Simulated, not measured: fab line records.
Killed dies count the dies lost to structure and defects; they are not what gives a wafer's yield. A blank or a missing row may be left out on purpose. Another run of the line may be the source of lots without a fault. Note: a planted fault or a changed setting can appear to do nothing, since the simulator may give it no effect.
Struck lot and sound lot, side by side    flow sky130    35 out of 708 route steps
Sound: these wafers, L821.1, L821.5, L821.6. Struck: wafer L833.1 (L833.2, L833.4, from the same lot, were not struck and are left out); the cause is given at the end.
Each step with rows lists, per side, the tool, then ch with its chambers, then its first start. Under that, the readings that differ: sound wafers    struck wafers    difference of the means    sigmas: that difference in standard deviations of wafers without a fault.
alike: readings with means less than 2 such deviations apart, plus words and numbers identical on both sides. not compared: withheld readings, readings lacking a value on some wafer, bounds such as >300 that could conceal the same value, and numbers that have no deviation in the record and whose values overlap.
Wherever a step has rows on one side only, a row that says differs or no value, or a row with sigmas, the two part there. Numbers that don't overlap but have no deviation are shown without sigmas and don't part them. A reading missing from all wafers of one side parts the sides only when that side holds two or more wafers.

first, 4 steps without rows for these wafers: SKY_METAL5_SOFTBAKE_10 (time 60 s); SKY_METAL5_EXPOSE_11 (exposes mask MM5, target cd 1600 nm); SKY_METAL5_PEB_12; SKY_METAL5_DEVELOP_13 (develop time 60 s).
SKY_METAL5_DESCUM_14: chemistry O2, time 11 s.
  sound on rieMetal-03 ch 0, day 45 09:04; struck on rieMetal-03 ch 1, day 47 22:43
  alike: drypumpMotorCurrentA, oesProductAu
  not compared: rfHoursCounterH
SKY_METAL5_METAL_ETCH_15: etches the open film in Cl2/BCl3, stops on SiO2, target depth 1260 nm, time 252 s.
  sound on rieMetal-03 ch 0, day 45 09:08; struck on rieMetal-03 ch 1, day 47 22:44
  alike: drypumpMotorCurrentA, oesProductAu, throttleValvePct
  not compared: rfHoursCounterH
SKY_METAL5_STRIP_16: strips in O2/N2.
  sound on plasmaAsher-03 ch 0,1, day 45 09:36; struck on plasmaAsher-04 ch 0, day 47 22:59
reading              sound              struck  difference  sigmas
oesProductAu (a.u.)  0.707 0.712 0.707  0.699   -0.010      -2
  alike: drypumpMotorCurrentA, stripTimeToEndpointS
  not compared: rfHoursCounterH
then, 3 steps without rows for these wafers: SKY_METAL5_STRIP_17 (strips in post etch residue remover, time 1200 s); SKY_METAL5_CLEAN_18 (cleans in IPA, time 180 s); SKY_METAL5_CLEAN_19 (cleans in O3/DIW).
SKY_PASSIVATION_CVD_00: deposits SiO2, target thk 90 nm.
  sound on pecvd-02 ch 0,2, day 45 10:14; struck on pecvd-01 ch 2, day 47 23:35
  alike: heaterPowerW
SKY_PASSIVATION_THK_MEAS_01:
  sound on filmMetro-04 at day 45 10:15; struck on filmMetro-02 at day 47 23:37
  alike: PASSIVATION_CVD_00_THK
SKY_PASSIVATION_CVD_02: deposits Si3N4, target thk 540 nm.
  sound on pecvd-01 ch 0,2, day 45 10:19; struck on pecvd-03 ch 1, day 47 23:40
reading                                       sound              struck  difference  sigmas
model.Si3N4_of_PASSIVATION_CVD_02.thkNm (nm)  540.6 548.9 551.9  781.3   +234.2      
  alike: heaterPowerW
SKY_PASSIVATION_THK_MEAS_03:
  sound on filmMetro-03 at day 45 10:32; struck on filmMetro-04 at day 47 23:53
reading                      sound        struck  difference  sigmas
PASSIVATION_CVD_02_THK (nm)  540 549 552  781     +234        +37
then, 7 steps without rows for these wafers: SKY_PASSIVATION_DEHYDRATE_04 (time 60 s); SKY_PASSIVATION_HMDS_05 (prime time 60 s); SKY_PASSIVATION_COAT_06 (resist thk 3000 nm); SKY_PASSIVATION_SOFTBAKE_07; SKY_PASSIVATION_EXPOSE_08 (exposes mask NSM, target cd 3000 nm); SKY_PASSIVATION_PEB_09; SKY_PASSIVATION_DEVELOP_10 (develop time 60 s).
SKY_PASSIVATION_ETCH_11: etches the open film in CF4/O2, stops on AlCu, target depth 725 nm, time 161.1 s.
  sound on rieDiel-03 ch 0,1, day 46 06:16; struck on rieDiel-03 ch 0, day 48 18:56
reading                                sound              struck  difference  sigmas
model.PASSIVATION.featureDepthNm (nm)  705.1 715.2 720.2  720.4   +6.9        
model.etch.depthNm (nm)                705.1 715.2 720.2  720.4   +6.9        
  alike: drypumpMotorCurrentA, oesProductAu, throttleValvePct
  not compared: rfHoursCounterH
SKY_PASSIVATION_STRIP_12: strips in O2/N2.
  sound on plasmaAsher-01 ch 0,1, day 46 06:22; struck on plasmaAsher-02 ch 0, day 48 19:03
  alike: drypumpMotorCurrentA, oesProductAu, stripTimeToEndpointS
  not compared: rfHoursCounterH
then, 7 steps without rows for these wafers: SKY_PAD_OPEN_DEHYDRATE_00 (time 60 s); SKY_PAD_OPEN_HMDS_01 (prime time 60 s); SKY_PAD_OPEN_COAT_02 (resist thk 3000 nm); SKY_PAD_OPEN_SOFTBAKE_03; SKY_PAD_OPEN_EXPOSE_04 (exposes mask PDM, target cd 60000 nm); SKY_PAD_OPEN_PEB_05; SKY_PAD_OPEN_DEVELOP_06 (develop time 60 s).
SKY_PAD_OPEN_ETCH_07: etches the open film in CF4/O2, stops on AlCu, target depth 725 nm, time 161.1 s.
  sound on rieDiel-02 ch 0,1,2, day 47 03:25; struck on rieDiel-03 ch 0, day 49 12:05
reading                             sound              struck  difference  sigmas
model.etch.depthNm (nm)             705.1 715.2 720.2  725.9   +12.4       
model.PAD_OPEN.featureDepthNm (nm)  705.1 715.2 720.2  725.9   +12.4       
  alike: drypumpMotorCurrentA, oesProductAu, throttleValvePct
  not compared: rfHoursCounterH
then, 1 step without rows for these wafers: SKY_PAD_OPEN_STRIP_08 (strips in O2/N2).
SKY_PAD_OPEN_STRIP_09: strips in post etch residue remover, time 1200 s.
  sound on wetBench-02 ch 3, day 47 03:37; struck on wetBench-04 ch 1, day 49 12:17
reading                                       sound              struck  difference  sigmas
model.Si3N4_of_PASSIVATION_CVD_02.thkNm (nm)  540.2 548.5 551.5  780.9   +234.2      
  alike: bathHeatDutyPct
then, 1 step without rows for these wafers: SKY_PAD_OPEN_CLEAN_10 (cleans in IPA, time 180 s).
SKY_PAD_OPEN_PROBE_99:
  the record has rows for the struck wafers here (prober-02, day 49 14:24) and none for the sound ones

== WHERE THEY PART ==
At SKY_METAL5_STRIP_16 first; at SKY_PAD_OPEN_PROBE_99 last (within this record only).

WHY: the cause the simulator had injected
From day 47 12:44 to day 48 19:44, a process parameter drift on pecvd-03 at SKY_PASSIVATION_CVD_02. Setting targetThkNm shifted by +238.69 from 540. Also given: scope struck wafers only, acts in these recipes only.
